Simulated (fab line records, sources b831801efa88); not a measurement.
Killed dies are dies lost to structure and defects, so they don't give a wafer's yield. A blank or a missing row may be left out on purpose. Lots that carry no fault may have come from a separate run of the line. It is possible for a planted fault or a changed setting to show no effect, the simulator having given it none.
Problem report in the 8D (eight disciplines) form, filled by code || flow sky130 || the parts of the form that need people (team, actions taken, sign-off) are left out

1. THE PROBLEM
Wafers with no fault read 3.2 with a standard deviation of 1.9, whereas killed_at_M4_up at SKY_PAD_OPEN_PROBE_99 reads a mean of 36.0 on 1 wafer of 1 lot. Relative to the usual mean, that is a shift of +17 standard deviations.
Earliest sighting: wafer L379.4 on prober-02 at day 48 05:23. The record holds 9 wafers of 3 lots with a number at this step. The rule behind "out" and "out of limits": a value lying over 4 standard deviations away from the usual mean. All remaining wafers that have a number are taken as sound.

2. WHAT IT IS AND WHAT IT IS NOT
{"question": "which readings at this step", "is": "killed_at_M4_up", "is not": "defectLimitedYield, killed_at_M0_to_M3, killedAtContacts, killedAtOther, killedDies, killedShort, sort_bin_5_function, sort_bin_6_memory, sortNPass, sortYieldPct"}
{"question": "which lots", "is": "L379", "is not": "L387, L388"}
{"question": "which wafers of those lots", "is": "L379.4", "is not": "L379.5, L379.6"}
{"question": "read on which tools", "is": "prober-02", "is not": "prober-01"}
{"question": "when", "is": "from day 48 05:23", "is not": "up to then (0 sound wafers); but 8 sound wafers of L379, L387, L388 came after"}

3. SUSPECTS, AND WHAT RULES EACH OUT
Counting: any tool at a process step up to the reading remains a suspect provided it ran every lot that is out. Sound lots after the first of them don't rule it out here, since some wafers of a struck lot are sound.
- pvdSputter-04 at SKY_METAL5_SPUTTER_00 (material Ti, target thk 15 nm, time 10 s): kept. It ran the lot that is out, L379 (day 45 13:13).
- rieMetal-01 at SKY_METAL5_DESCUM_14 (chemistry O2, time 11 s): kept. It ran the lot that is out, L379 (day 46 10:11).
- rieMetal-01 at SKY_METAL5_METAL_ETCH_15 (etches the open film in Cl2/BCl3, stops on SiO2, target depth 1260 nm, time 252 s): kept. It ran the lot that is out, L379 (day 46 10:17).
- plasmaAsher-01 at SKY_METAL5_STRIP_16 (strips in O2/N2): kept. It ran the lot that is out, L379 (day 46 10:28).
- prober-02 at SKY_PAD_OPEN_PROBE_99: kept. It ran the lot that is out, L379 (day 48 05:23). Its own killed_at_M4_up readings are out on those wafers.
Left after counting: pvdSputter-04 at SKY_METAL5_SPUTTER_00, rieMetal-01 at SKY_METAL5_DESCUM_14, rieMetal-01 at SKY_METAL5_METAL_ETCH_15, plasmaAsher-01 at SKY_METAL5_STRIP_16, prober-02 at SKY_PAD_OPEN_PROBE_99.

4. THE CAUSE (what the simulator had put in)
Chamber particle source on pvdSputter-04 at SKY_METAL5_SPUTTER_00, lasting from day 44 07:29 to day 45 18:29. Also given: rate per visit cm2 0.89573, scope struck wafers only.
This tool is one of the 5 suspects left after counting.

5. SEQUENCE OF EFFECTS, ordered by route
One row per reading whose mean, taken over the struck wafers that have a number, lies over 3 standard deviations from the usual. Only readings whose record carries a usual standard deviation are examined. hours: median over the lots of the time between each lot's start at the first step of this table that gives one and its start at this step. sigmas: the change, counted in usual standard deviations.
{"hours": 0, "step": "SKY_PAD_OPEN_PROBE_99", "reading": "killed_at_M4_up", "usual": 3.2, "on struck wafers": 36.0, "change": "+32.8", "sigmas": "+17"}
Process steps it contains:
- SKY_PAD_OPEN_PROBE_99

6. WHAT WOULD HAVE CAUGHT IT SOONER
In this record no reading fell out of limits until day 48 05:23, 94 hours after the fault had begun at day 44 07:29.
An alarm limit of 4 standard deviations would not have fired on the tool readings at SKY_METAL5_SPUTTER_00 for which the record gives a usual standard deviation, since none of them was out on any struck wafer.
All the lots that are out (1) had begun SKY_METAL5_SPUTTER_00 on pvdSputter-04 by day 48 05:23. Holding the tool at that point would not have protected any of them.
